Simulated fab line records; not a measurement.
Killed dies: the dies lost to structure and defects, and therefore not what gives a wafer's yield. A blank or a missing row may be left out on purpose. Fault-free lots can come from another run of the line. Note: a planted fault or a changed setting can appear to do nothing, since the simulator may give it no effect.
fab line records | flow sky130 | part 2 of 2: steps 36 to 44 of 44
record: lots: 5 wafers: 15 last-day: 49
route steps=708 shown GATE_OXIDE@195 POLY_GATE@204 RES_PROTECT@206 LDD_N@237
lots with no fault: from the same line, run without faults
start-h: start of the lot's first displayed wafer, in hours after the record's first day | wait-h: hours elapsed since this lot's preceding step | " same as the row above | L1.1+2: a single row standing in for several wafers | - no value present, or no start provided | * or withheld: withheld | < > ~ a bound
route shown NAME@n: names a module that has steps shown in the file, with the first one's number in the route | usual: mean/standard deviation taken from wafers without a fault | same: alike in all rows | chamber/n: place in a boat | sites: the reading at each site | _std_site: how widely they spread, as a standard deviation | _edge_site: outer sites' mean less inner sites' | radius-mm: for every site, how far away it sits from the centre of the wafer | mask NAME#n: copy n | behind: the tool/chamber that last shaped the wafer | hold: cause of the lot's hold/its duration in hours/its outcome | device: names the non-switching transistor (n, p or np) | end of line: the tests these same wafers got at the end of their route | where a step has no rows: the recipe by itself | killed: at the first sort, the dies lost to defects and structure; wafer yield is something else | map: per-die view of a wafer (x killed, . not killed, _ where there is no die)
set.NAME: the setting as run; set.NAME@STEP: as run at that earlier step | model.NAME: the simulator's own value behind a step, which no gauge read
lots at some steps of the route; a table a step, a row a wafer
services: a tool's chamber out of use, with start hour (start-h, from the record's first day; less than 0 if before it), hours out, and reason
== steps ==
step: SKY_POLY_GATE_ETCH_16
recipe: stop-on: poly-Si chemistry: CH3F/O2 target: Si3N4 source-w: 400 bias-w: 80 pressure-mtorr: 25 ch3f-flow-sccm: 40 O2_flow_sccm: 30 time-s: 147.5 target-depth-a: 750
usual: bias-w: 79.99/0.23 ch3f-flow-sccm: 40.00/0.12 drypump-motor-current-A: 5.7/0.38 oes-product-au: 0.641/0.005 throttle-valve-pct: 10.535/0.0093
columns lot.wafer tool chamber start-h wait-h bias-w ch3f-flow-sccm drypump-motor-current-A oes-product-au rf-hours-counter-h throttle-valve-pct
L074.2 rie-diel-02 3 366.98 0.0 79.91 40.00 5.7 0.649 111 10.534
L074.3 " 1 " " 80.05 40.19 6.0 0.647 3 10.556
L074.6 " 0 " " 80.01 40.06 5.5 0.644 - 10.548
L079.2 rie-diel-02 1 412.13 0.0 79.74 40.11 6.0 0.639 4 10.556
L079.4 " 0 " " 80.39 39.96 5.5 0.637 - 10.541
L079.5 " 2 " " 79.93 40.03 6.2 0.641 - 10.543
L084.3 rie-diel-04 1 459.24 0.0 79.70 40.04 4.8 0.646 5 10.526
L084.5 " 2 " " 79.83 39.97 5.4 0.632 - 10.525
L084.6 " 1 " " 79.54 40.08 4.8 0.645 - 10.539
L092.2 rie-diel-04 3 526.73 0.0 80.30 40.41 6.2 0.638 5 10.532
L092.3 " 0 " " 80.13 40.04 5.1 0.638 9 10.535
L092.5 " 1 " " 80.32 40.02 4.8 0.637 - 10.545
L095.2 rie-diel-02 2 552.89 0.0 80.04 40.06 6.2 0.641 30 10.538
L095.3 " 3 " " 79.68 39.80 5.6 0.641 3 10.527
L095.6 " 0 " " 80.20 39.97 5.6 0.631 - 10.521
step: SKY_POLY_GATE_ETCH_17
recipe: target-depth-nm: 180 stop-on: SiO2 over-etch-frac: 0.56667 chemistry: HBr/Cl2 target: poly-Si icp-w: 400 bias-w: 96.11 pressure-mtorr: 10 HBr_flow_sccm: 150 Cl2_flow_sccm: 50 time-s: 70.5
usual: bias-w: 96.12/0.26 drypump-motor-current-A: 5.51/0.3 mfc-cl2-sccm: 50.01/0.15 oes-product-au: 0.984/0.0061 throttle-valve-pct: 33.685/0.0088
columns lot.wafer tool chamber start-h wait-h bias-w drypump-motor-current-A mfc-cl2-sccm oes-product-au rf-hours-counter-h throttle-valve-pct
L074.2 rie-si-02 1 367.08 0.0 96.40 5.32 50.31 0.984 85 33.685
L074.3 " 2 " " 96.59 5.21 50.03 0.988 61 33.673
L074.6 " 3 " " 96.10 5.68 49.98 0.991 - 33.671
L079.2 rie-si-02 3 412.23 0.0 95.94 5.68 49.94 0.978 2 33.688
L079.4 " 2 " " 95.87 5.22 50.00 0.996 61 33.696
L079.5 " 3 " " 95.89 5.67 49.76 0.988 - 33.693
L084.3 rie-si-02 2 459.34 0.0 96.41 5.14 50.12 0.985 62 33.672
L084.5 " 3 " " 96.08 5.67 49.90 0.986 - 33.684
L084.6 " 1 " " 96.11 5.33 49.75 0.986 - 33.694
L092.2 rie-si-01 1 526.83 0.0 96.23 6.04 49.83 0.987 3 33.688
L092.3 " 3 " " 96.27 5.20 50.13 0.981 6 33.692
L092.5 " 3 " " 96.28 5.17 50.22 0.984 - 33.670
L095.2 rie-si-02 2 552.99 0.0 96.22 5.20 50.31 0.990 0 33.694
L095.3 " 0 " " 96.08 5.41 50.01 0.983 3 33.689
L095.6 " 0 " " 96.46 5.40 49.62 0.982 - 33.690
step: SKY_POLY_GATE_STRIP_18
recipe: chemistry: O2/N2 power-w: 1400 pressure-mtorr: 1500 platen-temp-c: withheld o2-flow-sccm: 3000 n2-flow-sccm: 300 overash-fraction: 0.5
usual: drypump-motor-current-A: 5.7/0.57 oes-product-au: 0.360/0.0044 strip-time-to-endpoint-s: 3.165/0.028
columns lot.wafer tool chamber start-h wait-h drypump-motor-current-A oes-product-au rf-hours-counter-h strip-time-to-endpoint-s
L074.2 plasma-asher-04 0 367.14 0.0 6.3 0.361 51 3.162
L074.3 " 0 " " 6.3 0.356 - 3.170
L074.6 " 0 " " 6.3 0.359 - 3.159
L079.2 plasma-asher-04 1 412.29 0.0 5.4 0.367 55 3.196
L079.4 " 1 " " 5.4 0.354 - 3.151
L079.5 " 0 " " 6.3 0.360 - 3.166
L084.3 plasma-asher-03 0 459.43 0.1 5.7 0.362 - 3.170
L084.5 " 1 " " 4.6 0.364 - 3.176
L084.6 " 0 " " 5.7 0.367 - 3.213
L092.2 plasma-asher-02 0 526.89 0.0 6.2 0.352 86 3.138
L092.3 " 1 " " 5.8 0.354 - 3.112
L092.5 " 1 " " 5.8 0.356 - 3.144
L095.2 plasma-asher-03 0 553.04 0.0 5.7 0.365 43 3.172
L095.3 " 1 " " 4.6 0.358 - 3.125
L095.6 " 1 " " 4.6 0.352 - 3.205
step: SKY_POLY_GATE_CLEAN_19
recipe: chemistry: SC1/SC2 mix: 1:4:20 temp-c: 70 time-s: 150 dry: n2-spin
columns lot.wafer tool chamber start-h wait-h
L074.2+3+6 wet-bench-04 2 367.24 0.1
L079.2+4+5 wet-bench-03 2 412.39 0.1
L084.3+5+6 wet-bench-04 2 459.49 0.0
L092.2+3+5 wet-bench-01 2 526.99 0.1
L095.2+3+6 wet-bench-04 1 553.14 0.1
step: SKY_POLY_GATE_OXIDATION_20
recipe: temp-c: 850 ambient: O2 stabilise-s: 600 purge-s: 300 target-thk-a: 40 ox-time-s: 899
columns lot.wafer tool chamber start-h wait-h
L074.2+3+6 furnace-01 0 367.61 0.3
L079.2+4+5 furnace-01 0 414.05 1.6
L084.3+5+6 furnace-01 0 461.62 2.1
L092.2+3+5 furnace-02 0 527.09 0.0
L095.2+3+6 furnace-02 0 553.19 0.0
step: SKY_POLY_GATE_THK_MEAS_21
recipe: reads: SiO2_of_POLY_GATE_OXIDATION_20
usual: POLY_GATE_OXIDATION_THK: 3.98/0.089
columns lot.wafer tool chamber start-h wait-h POLY_GATE_OXIDATION_THK[nm]
L074.2 film-metro-02 - 368.87 0.0 3.93
L074.3 " - " " 4.03
L074.6 " - " " 3.98
L079.2 film-metro-02 - 415.31 0.0 4.05
L079.4 " - " " 3.95
L079.5 " - " " 3.95
L084.3 film-metro-04 - 462.89 0.0 3.92
L084.5 " - " " 3.95
L084.6 " - " " 3.99
L092.2 film-metro-01 - 528.35 0.0 3.95
L092.3 " - " " 4.03
L092.5 " - " " 4.00
L095.2 film-metro-04 - 554.45 0.0 3.98
L095.3 " - " " 3.95
L095.6 " - " " 4.05
step: SKY_POLY_GATE_CD_MEAS_22
usual: cd-nm: 149.5/2
columns lot.wafer tool chamber start-h wait-h cd-nm
L074.2 cd-sem-01 - 368.95 0.1 148.0
L074.3 " - " " 149.5
L074.6 " - " " 149.8
L079.2 cd-sem-01 - 415.39 0.1 145.4
L079.4 " - " " 145.4
L079.5 " - " " 147.3
L084.3 cd-sem-02 - 462.99 0.1 150.6
L084.5 " - " " 151.4
L084.6 " - " " 148.7
L092.2 cd-sem-01 - 528.43 0.1 149.2
L092.3 " - " " 150.1
L092.5 " - " " 151.1
L095.2 cd-sem-01 - 554.53 0.1 151.1
L095.3 " - " " 153.5
L095.6 " - " " 153.4
step: SKY_LDD_N_DEHYDRATE_00
recipe: temp-c: 200 time-s: 60
columns lot.wafer tool chamber start-h wait-h
L074.2+3+6 litho-track-04 0 382.68 13.7
L079.2+4+5 litho-track-03 0 429.59 14.2
L084.3+5+6 litho-track-03 0 477.81 14.8
L092.2+3+5 litho-track-01 0 542.99 14.5
L095.2+3+6 litho-track-03 0 568.84 14.3
step: SKY_LDD_N_HMDS_01
recipe: prime-time-s: 60 prime-temp-c: 120
columns lot.wafer tool chamber start-h wait-h
L074.2+3+6 litho-track-04 0 382.83 0.1
L079.2+4+5 litho-track-03 0 429.74 0.1
L084.3+5+6 litho-track-03 0 477.96 0.1
L092.2+3+5 litho-track-01 0 543.14 0.1
L095.2+3+6 litho-track-03 0 568.99 0.1
== services ==
columns tool chamber start-h hours kind
rie-diel-02 2 283.64 11.3 repair
plasma-asher-04 - 295.52 1.5 repair
lpcvd-01 - 302.42 0.8 pm
implanter-01 - 311.24 13.7 repair
plasma-asher-03 - 314.61 1.6 repair
furnace-01 - 315.22 3.5 pm
wet-bench-04 - 315.56 4.6 repair
rie-si-02 1 319.67 7.0 repair
lpcvd-01 - 325.03 1.3 repair
rie-si-02 1 338.77 3.1 repair
lpcvd-02 - 342.59 0.6 repair
implanter-01 - 369.07 5.0 repair
rie-diel-02 1 375.96 4.3 repair
furnace-02 - 401.66 4.3 pm
plasma-asher-03 - 463.79 1.7 repair
plasma-asher-03 - 471.92 1.0 repair
furnace-02 - 479.57 4.8 pm
lpcvd-02 - 480.94 0.6 repair
furnace-01 - 484.38 4.3 pm
implanter-01 - 492.68 4.7 pm
plasma-asher-03 - 496.46 1.6 repair
implanter-01 - 535.63 1.9 repair
wet-bench-04 - 560.88 1.9 pm
furnace-02 - 568.87 4.2 pm
